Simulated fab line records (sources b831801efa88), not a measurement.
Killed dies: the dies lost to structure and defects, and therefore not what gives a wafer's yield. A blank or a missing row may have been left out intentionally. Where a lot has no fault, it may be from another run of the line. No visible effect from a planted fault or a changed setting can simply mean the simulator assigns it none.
Which tool was responsible? | flow gf180mcu | 42 wafers from 14 lots sampled at 5 of the route's 602 steps

## WHAT EACH GAUGE READ, for each wafer
GF_NWELL_OVL_MEAS_07.
lot  | measured    | on         | NWELL_OVL (nm)
L207 | day 3 14:25 | overlay-02 | -2.8 -1.7 -2.3
L208 | day 3 20:28 | overlay-01 | -2.4 -2.2 0.6
L209 | day 4 00:02 | overlay-01 | 0.1 -0.3 -0.7
L211 | day 4 10:31 | overlay-02 | -0.7 -1.8 -2.7
L214 | day 5 06:04 | overlay-02 | -0.4 -1.9 -1.2
L215 | day 5 10:31 | overlay-01 | -1.2 0.3 -0.1
L218 | day 6 01:04 | overlay-02 | -0.1 -1.0 -0.3
L221 | day 6 20:02 | overlay-02 | -0.3 0.0 -0.9
L224 | day 7 10:37 | overlay-02 | -0.4 -1.4 -2.1
L225 | day 7 15:50 | overlay-02 | -0.5 -1.6 -1.5
L226 | day 7 22:20 | overlay-02 | -2.2 -1.2 -2.3
L227 | day 8 03:47 | overlay-02 | -1.0 -0.5 -0.2
L228 | day 8 09:13 | overlay-02 | -1.5 -2.0 1.1
L229 | day 8 14:11 | overlay-02 | -1.4 -1.4 -1.8

GF_NWELL_TW_MEAS_11.
lot  | measured    | on            | NWELL_TW
L207 | day 3 14:51 | film metro-01 | 1559 1551 1551
L208 | day 3 20:54 | film metro-02 | 1587 1584 1591
L209 | day 4 00:29 | film metro-01 | 1564 1564 1568
L211 | day 4 10:56 | film metro-03 | 1565 1564 1571
L214 | day 5 06:29 | film metro-03 | 1561 1564 1567
L215 | day 5 10:57 | film metro-02 | 1591 1600 1600
L218 | day 6 01:30 | film metro-02 | 1588 1579 1584
L221 | day 6 20:29 | film metro-03 | 1577 1573 1566
L224 | day 7 11:04 | film metro-03 | 1574 1569 1575
L225 | day 7 16:16 | film metro-02 | 1582 1575 1571
L226 | day 7 22:46 | film metro-01 | 1561 1564 1570
L227 | day 8 04:13 | film metro-01 | 1575 1578 1569
L228 | day 8 09:40 | film metro-01 | 1564 1567 1565
L229 | day 8 14:37 | film metro-03 | 1567 1568 1568

GF_LVPWELL_OVL_MEAS_07.
lot  | measured    | on         | LVPWELL_OVL (nm)
L207 | day 4 03:28 | overlay-01 | 1.3 -1.3 -0.9
L208 | day 4 09:25 | overlay-01 | 3.3 1.0 0.3
L209 | day 4 13:44 | overlay-02 | 0.8 -0.7 0.5
L211 | day 5 00:23 | overlay-01 | 0.2 1.0 -1.1
L214 | day 5 20:28 | overlay-02 | -0.3 1.1 2.2
L215 | day 6 01:13 | overlay-01 | 0.1 1.7 0.1
L218 | day 6 17:04 | overlay-02 | 0.5 -0.3 -2.8
L221 | day 7 12:25 | overlay-02 | 3.7 1.3 -0.2
L224 | day 8 02:46 | overlay-01 | 1.9 3.3 2.0
L225 | day 8 07:55 | overlay-02 | 0.4 -0.1 -2.0
L226 | day 8 14:32 | overlay-02 | -2.2 -0.8 -2.1
L227 | day 8 19:58 | overlay-02 | -0.6 -1.8 1.0
L228 | day 9 02:07 | overlay-02 | 0.3 0.5 0.5
L229 | day 9 07:17 | overlay-01 | 1.2 -2.7 0.7

GF_VT_IMPLANT_TW_MEAS_21.
lot  | measured     | on            | VT_IMPLANT_2_TW
L207 | day 6 13:15  | film metro-03 | 1214 1212 1219
L208 | day 6 20:08  | film metro-03 | 1212 1210 1209
L209 | day 7 01:25  | film metro-03 | 1213 1211 1211
L211 | day 7 13:25  | film metro-04 | 1226 1231 1230
L214 | day 8 11:59  | film metro-01 | 1210 1215 1215
L215 | day 8 18:42  | film metro-04 | 1216 1219 1221
L218 | day 9 11:44  | film metro-04 | 1215 1217 1211
L221 | day 10 08:25 | film metro-03 | 1251 1247 1256
L224 | day 11 00:25 | film metro-03 | 1242 1246 1248
L225 | day 11 05:34 | film metro-03 | 1253 1245 1256
L226 | day 11 13:41 | film metro-03 | 1208 1212 1214
L227 | day 11 20:46 | film metro-03 | 1209 1210 1218
L228 | day 12 03:09 | film metro-03 | 1213 1215 1215
L229 | day 12 07:50 | film metro-01 | 1202 1202 1204

## WHAT TOOL EACH LOT RAN ON (gives the tool, then ch and the chambers of the sampled wafers, and finally the start)
lot  | GF_VT_IMPLANT_IMPLANT_19
L207 | implanter-04 ch 0, day 6 13:00
L208 | implanter-04 ch 0, day 6 19:53
L209 | implanter-04 ch 0, day 7 01:10
L211 | implanter-02 ch 0, day 7 13:10
L214 | implanter-04 ch 0, day 8 11:44
L215 | implanter-04 ch 0, day 8 18:28
L218 | implanter-04 ch 0, day 9 11:29
L221 | implanter-04 ch 0, day 10 08:11
L224 | implanter-04 ch 0, day 11 00:11
L225 | implanter-04 ch 0, day 11 05:19
L226 | implanter-02 ch 0, day 11 13:26
L227 | implanter-02 ch 0, day 11 20:31
L228 | implanter-02 ch 0, day 12 02:55
L229 | implanter-03 ch 0, day 12 07:35
- GF_VT_IMPLANT_IMPLANT_19

## AS READ BY THE TOOLS THEMSELVES (means over the sampled wafers that have a number; for cases with no such wafer, the mark the record gives instead)
GF_VT_IMPLANT_IMPLANT_19.
lot  | tool         | beam energy keV | beam on s (s) | end station pressure torr (Torr)
L207 | implanter-04 | 99.99           | 10.05         | 4.94e-06
L208 | implanter-04 | 99.97           | 9.91          | 4.89e-06
L209 | implanter-04 | 100.03          | 10.09         | 5.07e-06
L211 | implanter-02 | 99.99           | 9.92          | 5.23e-06
L214 | implanter-04 | 99.99           | 10.14         | 4.82e-06
L215 | implanter-04 | 100.00          | 9.85          | 5.10e-06
L218 | implanter-04 | 100.00          | 10.05         | 4.83e-06
L221 | implanter-04 | 110.36          | 9.81          | 5.07e-06
L224 | implanter-04 | 110.44          | 10.08         | 5.12e-06
L225 | implanter-04 | 110.41          | 9.93          | 4.72e-06
L226 | implanter-02 | 99.99           | 9.86          | 5.03e-06
L227 | implanter-02 | 100.01          | 10.07         | 5.05e-06
L228 | implanter-02 | 100.02          | 10.02         | 5.02e-06
L229 | implanter-03 | 100.00          | 10.09         | 5.04e-06

## THE ANSWER, worked out from the rows above alone
Rule: usual is defined by the lots themselves. Put in order of their means at a reading, lots are off if they are a third of the lots or fewer, leave a main group of 4 or more, and stand apart from it by a gap of 3 or more times the standard deviation of the main group's means; of several such gaps the widest counts. If all means in a main group match to the digits the tables above print for the reading, that group is not used. Also off: a lot with no number at a reading for which 4 or more lots have one. Where the step has rows for the other lots, those lots are counted as sound. First the gauges in route order, then the tools' own readings, where a lot's mean is used as printed above. At the first step where some lot is off, the reading lying furthest off is the one used; lots without a number count as furthest.
Off at GF_VT_IMPLANT_IMPLANT_19 (beam energy keV): L221, L224, L225. For the main group the mean is 100.00 and the standard deviation 0.016.
A tool fits if, at that step or a process step before it, it ran every lot that is off, and no sound lot after the first of them. One fits: GF_VT_IMPLANT_IMPLANT_19 on implanter-04. A fault onset in the window from L218 (day 9 11:29, its last sound lot) to L221 (day 10 08:11, its first lot off) fits.
The tool's own readings at GF_VT_IMPLANT_IMPLANT_19 bear it out: on the lots that are off they differ by more than 5 times the standard deviation of the sound lots' means. beam energy keV reads 110.40 there against 100.00 on the sound lots.

## WHAT THE SIMULATOR PUT IN
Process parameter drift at GF_VT_IMPLANT_IMPLANT_19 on implanter-04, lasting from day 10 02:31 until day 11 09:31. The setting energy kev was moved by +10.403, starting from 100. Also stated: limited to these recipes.
Lots struck among those shown: L221, L224, L225. The rule given above showed the same thing.
